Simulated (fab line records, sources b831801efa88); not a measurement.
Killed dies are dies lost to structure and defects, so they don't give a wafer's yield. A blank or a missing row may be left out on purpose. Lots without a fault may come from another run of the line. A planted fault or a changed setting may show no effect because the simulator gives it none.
fab line records | flow sfq_line
record lots=5 wafers=15 last_day=82
route steps=325 shown JJ@183 M5@198
lots that met no fault: from a run of the same line without faults
start_h: hours from the record's first day to the start of the lot's first wafer shown | wait_h: hours since the lot's step before | " the same as in the row above | L1.1+2: a row that stands for several wafers | - no value, or no start given | * or withheld: withheld | < > ~ a bound
route shown NAME@n: a module of which the file shows steps, and the number in the route of the first | usual: mean/standard deviation of fault-free wafers | same: alike in all rows | chamber/n: place in a boat | sites: the reading at each site | _std_site: their standard deviation | _edge_site: outer sites' mean less inner sites' | radius_mm: how far each site lies from the wafer's centre | mask NAME#n: copy n | behind: the tool/chamber that last shaped the wafer | hold: why the lot was held/for how many hours/how that ended | device: the transistor (n, p or np) that didn't switch | end of line: the same wafers' tests at the end of the route | a step without rows: its recipe alone | killed: dies lost to structure and defects at the first sort, not the wafer's yield | map: a wafer's dies, x killed, . not, _ none there
set.NAME: the setting as run; set.NAME@STEP: as run at that earlier step | model.NAME: the simulator's own value behind a step, which no gauge read
lots at some steps of the route; a table a step, a row a wafer
services: from which hour (start_h, from the record's first day; less than 0 if before it) a tool's chamber was out of use, for how many hours, and why
## steps
# step SFQ_JJ_RS_MEAS_929
# recipe thk_meas_gauge=four-point-probe reads=Nb_of_TRILAYER_JJ_TRILAYER_DEP_SPUTTER_112
# usual JJ_NB_RS=1.051/0.0085
# columns lot.wafer tool chamber start_h wait_h JJ_NB_RS[ohm/sq]
L074.1 film_metro-03 - 1096.25 0.0 1.059
L074.3 " - " " 1.060
L074.4 " - " " 1.058
L085.1 film_metro-02 - 1257.65 0.0 1.052
L085.4 " - " " 1.053
L085.5 " - " " 1.064
L089.1 film_metro-04 - 1276.85 0.0 1.050
L089.2 " - " " 1.051
L089.5 " - " " 1.045
L092.1 film_metro-03 - 1302.23 0.0 1.045
L092.2 " - " " 1.043
L092.3 " - " " 1.036
L093.2 film_metro-03 - 1309.27 0.1 1.040
L093.4 " - " " 1.053
L093.5 " - " " 1.051
# step SFQ_TRILAYER_JJ_CE_LITHO_COAT_119
# recipe resist=BARC spin_rpm=3000 resist_thk_nm=62
# usual exhaust_pa=45.2/0.79 resist_line_temp_C=23.00/0.12 spin_speed_rpm=2999.7/2.2
# columns lot.wafer tool chamber start_h wait_h exhaust_pa resist_line_temp_C spin_speed_rpm
L074.1 litho_track-04 0 1096.43 0.1 44.3 23.07 3001.9
L074.3 " 0 " " 44.5 23.02 2999.0
L074.4 " 0 " " 44.5 23.01 2997.6
L085.1 litho_track-04 0 1257.83 0.1 45.8 23.03 2997.3
L085.4 " 0 " " 46.2 22.94 2994.3
L085.5 " 0 " " 44.5 22.89 2999.0
L089.1 litho_track-04 0 1277.03 0.1 46.2 22.92 2999.9
L089.2 " 0 " " 44.9 23.03 3002.2
L089.5 " 0 " " 45.0 23.11 3001.2
L092.1 litho_track-04 0 1302.41 0.1 44.6 23.06 2998.5
L092.2 " 0 " " 45.5 22.92 3001.2
L092.3 " 0 " " 45.1 22.87 3001.8
L093.2 litho_track-04 0 1309.60 0.2 44.6 23.01 2995.3
L093.4 " 0 " " 45.1 22.95 2995.1
L093.5 " 0 " " 45.0 23.12 2997.8
# step SFQ_TRILAYER_JJ_CE_LITHO_COAT_114
# recipe resist=KrF spin_rpm=3000 resist_thk_nm=600
# usual exhaust_pa=45.0/0.91 resist_line_temp_C=22.99/0.12 spin_speed_rpm=3000.3/1.7
# columns lot.wafer tool chamber start_h wait_h exhaust_pa resist_line_temp_C spin_speed_rpm
L074.1 litho_track-04 0 1096.73 0.2 45.3 22.90 3004.4
L074.3 " 0 " " 45.6 22.93 3002.9
L074.4 " 0 " " 44.9 22.97 3000.9
L085.1 litho_track-04 0 1258.13 0.2 45.0 23.17 3000.6
L085.4 " 0 " " 45.3 23.01 2999.1
L085.5 " 0 " " 45.6 23.01 2998.3
L089.1 litho_track-04 0 1277.33 0.2 44.5 22.91 3000.3
L089.2 " 0 " " 44.3 23.01 2997.9
L089.5 " 0 " " 45.6 22.98 3001.5
L092.1 litho_track-04 0 1302.71 0.2 44.6 22.95 2997.2
L092.2 " 0 " " 46.1 22.92 2997.7
L092.3 " 0 " " 45.0 22.94 2999.0
L093.2 litho_track-04 0 1309.90 0.2 43.1 23.16 3000.0
L093.4 " 0 " " 45.3 22.98 2998.6
L093.5 " 0 " " 44.1 22.98 2997.7
# step SFQ_TRILAYER_JJ_CE_LITHO_SOFTBAKE_118
# recipe temp_c=withheld time_s=withheld resist=KrF
# usual exhaust_pa=44.8/0.81 resist_line_temp_C=*
# columns lot.wafer tool chamber start_h wait_h exhaust_pa resist_line_temp_C
L074.1 litho_track-04 0 1097.03 0.2 43.8 *
L074.3 " 0 " " 43.4 *
L074.4 " 0 " " 43.6 *
L085.1 litho_track-04 0 1258.43 0.2 44.8 *
L085.4 " 0 " " 46.1 *
L085.5 " 0 " " 46.2 *
L089.1 litho_track-04 0 1277.63 0.2 45.4 *
L089.2 " 0 " " 44.3 *
L089.5 " 0 " " 44.6 *
L092.1 litho_track-04 0 1303.01 0.2 46.1 *
L092.2 " 0 " " 45.7 *
L092.3 " 0 " " 45.9 *
L093.2 litho_track-04 0 1310.17 0.2 44.7 *
L093.4 " 0 " " 45.1 *
L093.5 " 0 " " 45.5 *
# step SFQ_TRILAYER_JJ_CE_LITHO_EXPOSE_115
# recipe mask_id=J5 na=0.6 source_shape=conventional sigma_outer=0.65 target_cd_nm=700 dose_mj=14.4
# usual reticle_temp_C=23.00/0.1
# columns lot.wafer tool chamber start_h wait_h mask reticle_temp_C
L074.1 krf_scanner-02 0 1235.58 - J5#0 22.99
L074.3 " 0 " " J5#0 22.95
L074.4 " 0 " " J5#0 22.92
L085.1 krf_scanner-01 0 - - J5#0 23.01
L085.4 " 0 " " J5#0 22.95
L085.5 " 0 " " J5#0 22.91
L089.1 krf_scanner-01 0 1390.22 - J5#0 22.90
L089.2 " 0 " " J5#0 22.81
L089.5 " 0 " " J5#0 22.89
L092.1 krf_scanner-01 0 1407.02 - J5#0 22.92
L092.2 " 0 " " J5#0 22.91
L092.3 " 0 " " J5#0 23.06
L093.2 krf_scanner-01 0 1416.82 - J5#0 23.09
L093.4 " 0 " " J5#0 23.08
L093.5 " 0 " " J5#0 23.01
# step SFQ_TRILAYER_JJ_CE_LITHO_PEB_117
# recipe peb_temp_c=115 peb_time_s=60 resist=KrF
# usual exhaust_pa=45.1/0.83 resist_line_temp_C=23.01/0.12
# same peb_time_s=60
# columns lot.wafer tool chamber start_h wait_h exhaust_pa resist_line_temp_C
L074.1 litho_track-04 0 1236.78 1.0 46.0 22.96
L074.3 " 0 " " 45.6 23.06
L074.4 " 0 " " 45.3 22.94
L085.1 litho_track-03 0 - - 44.1 23.05
L085.4 " 0 " " 46.1 22.96
L085.5 " 0 " " 43.9 22.96
L089.1 litho_track-01 0 1391.42 1.0 45.3 23.17
L089.2 " 0 " " 47.3 22.84
L089.5 " 0 " " 46.0 23.19
L092.1 litho_track-03 0 1408.22 1.0 44.2 22.78
L092.2 " 0 " " 44.1 22.95
L092.3 " 0 " " 43.6 22.91
L093.2 litho_track-04 0 1417.85 0.8 44.9 22.74
L093.4 " 0 " " 45.5 22.82
L093.5 " 0 " " 45.4 22.97
# step SFQ_TRILAYER_JJ_CE_LITHO_DEVELOP_116
# recipe time_s=60 resist=KrF
# usual exhaust_pa=44.8/0.81 resist_line_temp_C=22.99/0.095
# columns lot.wafer tool chamber start_h wait_h exhaust_pa resist_line_temp_C
L074.1 litho_track-04 0 1236.93 0.1 44.6 23.14
L074.3 " 0 " " 45.7 23.22
L074.4 " 0 " " 44.2 23.26
L085.1 litho_track-03 0 1376.13 0.1 45.3 22.97
L085.4 " 0 " " 44.3 23.00
L085.5 " 0 " " 45.7 23.07
L089.1 litho_track-01 0 1391.57 0.1 45.5 22.97
L089.2 " 0 " " 46.1 23.00
L089.5 " 0 " " 44.3 23.06
L092.1 litho_track-03 0 1408.37 0.1 45.4 23.09
L092.2 " 0 " " 45.3 22.94
L092.3 " 0 " " 45.6 22.97
L093.2 litho_track-04 0 1418.00 0.1 46.0 22.84
L093.4 " 0 " " 43.5 22.90
L093.5 " 0 " " 45.1 22.81
# step SFQ_JJ_OVL_MEAS_931
# usual J5_OVL=1/5.9
# columns lot.wafer tool chamber start_h wait_h J5_OVL[nm]
L074.1 overlay-02 - 1237.08 0.1 -3
L074.3 " - " " -5
L074.4 " - " " 7
L085.1 overlay-01 - 1376.28 0.1 -6
L085.4 " - " " 3
L085.5 " - " " -2
L089.1 overlay-02 - 1391.72 0.1 7
L089.2 " - " " 7
L089.5 " - " " 9
L092.1 overlay-01 - 1408.52 0.1 -3
L092.2 " - " " 4
L092.3 " - " " 8
L093.2 overlay-02 - 1418.13 0.1 -6
L093.4 " - " " -1
L093.5 " - " " -8
# step SFQ_TRILAYER_JJ_CE_METRO_MEASURE_117
# usual cd_nm=700.0/1.4
# columns lot.wafer tool chamber start_h wait_h cd_nm
L074.1 cd_sem-02 - 1237.12 0.0 700.4
L074.3 " - " " 701.5
L074.4 " - " " 701.5
L085.1 cd_sem-01 - 1376.32 0.0 702.1
L085.4 " - " " 699.7
L085.5 " - " " 700.7
L089.1 cd_sem-02 - 1391.76 0.0 701.9
L089.2 " - " " 701.6
L089.5 " - " " 701.5
L092.1 cd_sem-01 - 1408.56 0.0 699.7
L092.2 " - " " 700.4
L092.3 " - " " 698.0
L093.2 cd_sem-02 - 1418.36 0.2 701.7
L093.4 " - " " 700.8
L093.5 " - " " 699.9
# step SFQ_TRILAYER_JJ_CE_BARC_OPEN_RIE_150
# recipe mask_material=PR chemistry=O2 target_depth_nm=240 target=BARC icp_w=600 bias_w=80 pressure_mtorr=10 time_s=80
# usual drypump_motor_current_A=5.7/0.48 oes_product_au=0.538/0.0047
# columns lot.wafer tool chamber start_h wait_h drypump_motor_current_A oes_product_au rf_hours_counter_h
L074.1 rie_metal-03 0 1238.32 1.0 6.0 0.541 13
L074.3 " 0 " " 5.9 0.544 -
L074.4 " 0 " " 6.0 0.530 -
L085.1 rie_metal-03 1 1377.52 1.0 5.0 0.535 114
L085.4 " 0 " " 5.9 0.539 -
L085.5 " 0 " " 5.9 0.531 -
L089.1 rie_metal-02 1 1392.96 1.0 6.0 0.538 30
L089.2 " 1 " " 6.0 0.535 -
L089.5 " 1 " " 5.9 0.539 -
L092.1 rie_metal-03 0 1409.76 1.0 6.0 0.543 42
L092.2 " 1 " " 5.0 0.546 119
L092.3 " 0 " " 6.0 0.542 -
L093.2 rie_metal-03 1 1419.36 0.8 5.0 0.538 120
L093.4 " 0 " " 6.0 0.541 -
L093.5 " 0 " " 5.9 0.541 -
# step SFQ_TRILAYER_JJ_CE_ETCH_RIE_118
# recipe target=Nb stop_on=Al2O3 mask_material=PR taper_deg=13.257 over_etch_frac=0.15 time_s=97.7 chemistry=SF6 target_depth_nm=170 icp_w=600 bias_w=80 pressure_mtorr=10
# usual drypump_motor_current_A=5.7/0.48 oes_product_au=0.986/0.0067
# columns lot.wafer tool chamber start_h wait_h drypump_motor_current_A oes_product_au rf_hours_counter_h
L074.1 rie_metal-03 0 1238.50 0.2 6.0 0.987 13
L074.3 " 0 " " 6.0 0.977 -
L074.4 " 0 " " 5.9 0.981 -
L085.1 rie_metal-03 1 1377.61 0.1 5.0 0.990 114
L085.4 " 0 " " 6.0 0.993 -
L085.5 " 0 " " 5.9 0.985 -
L089.1 rie_metal-02 1 1393.14 0.2 5.9 0.984 30
L089.2 " 1 " " 5.9 0.989 -
L089.5 " 1 " " 5.9 0.987 -
L092.1 rie_metal-03 0 1409.85 0.1 6.0 0.986 42
L092.2 " 1 " " 5.0 0.998 119
L092.3 " 0 " " 5.9 0.996 -
L093.2 rie_metal-03 1 1419.45 0.1 5.0 0.983 120
L093.4 " 0 " " 5.9 0.991 -
L093.5 " 0 " " 5.9 0.983 -
# step SFQ_TRILAYER_JJ_ANODIZE_ANODIZE_119
# recipe current_density_ma_cm2=withheld end_current_density_ma_cm2=withheld bath_temp_c=withheld
# columns lot.wafer tool chamber start_h wait_h
L074.1+3+4 wet_bench-05 7,0,3 1238.72 0.2
L085.1+4+5 wet_bench-06 4,2,0 1377.71 0.1
L089.1+2+5 wet_bench-06 3,5,0 1393.35 0.2
L092.1+2+3 wet_bench-05 6,4,5 1409.96 0.1
L093.2+4+5 wet_bench-06 1,7,3 1419.56 0.1
# step SFQ_TRILAYER_JJ_CE_STRIP_STRIP_120
# recipe gas=O2 power_w=200 platen_temp_c=40 overash_fraction=0.65 chemistry=O2 pressure_mtorr=50
# usual drypump_motor_current_A=5.9/0.49 oes_product_au=0.993/0.007
# columns lot.wafer tool chamber start_h wait_h drypump_motor_current_A oes_product_au rf_hours_counter_h
L074.1 rie_metal-02 0 1239.22 0.0 6.6 0.981 89
L074.3 " 0 " " 6.6 0.984 -
L074.4 " 1 " " 5.9 0.982 -
L085.1 rie_metal-03 1 1378.71 0.0 5.0 0.999 114
L085.4 " 1 " " 5.0 0.990 -
L085.5 " 1 " " 5.0 0.986 -
L089.1 rie_metal-02 1 1393.85 0.0 5.9 0.986 30
L089.2 " 1 " " 5.9 0.992 -
L089.5 " 1 " " 5.9 0.975 -
L092.1 rie_metal-02 1 1410.96 0.0 5.9 0.990 33
L092.2 " 0 " " 6.6 0.974 112
L092.3 " 0 " " 6.6 0.979 -
L093.2 rie_metal-03 0 1420.06 0.0 5.9 1.000 43
L093.4 " 0 " " 5.9 1.011 -
L093.5 " 0 " " 5.9 1.004 -
# step SFQ_TRILAYER_JJ_CE_STRIP_SOLV_CLEAN_121
# recipe chemistry=NMP temp_c=70 time_s=600
# columns lot.wafer tool chamber start_h wait_h
L074.1+3+4 wet_bench-02 5,1,4 1239.82 0.4
L085.1+4+5 wet_bench-01 6,7,5 1379.31 0.4
L089.1+2+5 wet_bench-03 3,7,4 1395.05 1.0
L092.1+2+3 wet_bench-02 3,6,4 1411.56 0.4
L093.2+4+5 wet_bench-02 7,4,0 1420.66 0.4
# step SFQ_TRILAYER_M5_LITHO_COAT_128
# recipe resist=BARC spin_rpm=3000 resist_thk_nm=62
# usual exhaust_pa=45.0/0.97 resist_line_temp_C=23.00/0.098 spin_speed_rpm=3000.1/1.8
# columns lot.wafer tool chamber start_h wait_h exhaust_pa resist_line_temp_C spin_speed_rpm
L074.1 litho_track-04 0 1240.17 0.0 46.1 23.02 2999.1
L074.3 " 0 " " 46.5 23.06 2998.5
L074.4 " 0 " " 45.6 22.87 2998.0
L085.1 litho_track-02 0 1379.52 0.0 43.0 23.03 3003.0
L085.4 " 0 " " 45.0 23.15 2999.3
L085.5 " 0 " " 45.5 22.89 2999.9
L089.1 litho_track-02 0 1395.40 0.0 45.0 22.81 3000.5
L089.2 " 0 " " 45.5 22.90 2996.6
L089.5 " 0 " " 45.4 22.94 2997.1
L092.1 litho_track-02 0 1411.73 0.0 46.4 23.02 3003.1
L092.2 " 0 " " 46.9 22.94 3006.0
L092.3 " 0 " " 45.9 23.05 2999.2
L093.2 litho_track-03 0 1420.88 0.1 45.1 23.11 3001.3
L093.4 " 0 " " 45.5 22.92 3003.2
L093.5 " 0 " " 45.1 23.04 3002.4
## services
# columns tool chamber start_h hours kind
cd_sem-02 - 1092.25 0.5 pm
krf_scanner-01 - 1124.68 5.3 repair
krf_scanner-01 - 1137.13 1.3 pm
krf_scanner-01 - 1138.43 4.4 pm
rie_metal-02 - 1145.18 0.5 repair
cd_sem-02 - 1147.07 28.2 pm
krf_scanner-01 - 1152.41 1.0 pm
rie_metal-02 - 1173.26 2.8 pm
krf_scanner-01 - 1183.86 0.8 pm
cd_sem-02 - 1197.26 3.0 repair
cd_sem-02 - 1204.03 0.3 pm
cd_sem-02 - 1223.30 0.7 pm
cd_sem-02 - 1229.92 0.6 pm
rie_metal-03 1 1234.78 5.5 repair
krf_scanner-01 - 1236.03 3.6 pm
cd_sem-02 - 1276.25 0.3 pm
wet_bench-06 - 1276.43 4.4 pm
rie_metal-03 1 1290.82 12.4 repair
krf_scanner-01 - 1310.38 1.3 pm
krf_scanner-01 - 1315.50 0.5 repair
rie_metal-02 - 1321.17 1.4 pm
krf_scanner-01 - 1321.28 1.0 pm
krf_scanner-01 - 1352.27 0.8 pm
rie_metal-02 0 1378.67 22.1 repair
## key
fault none
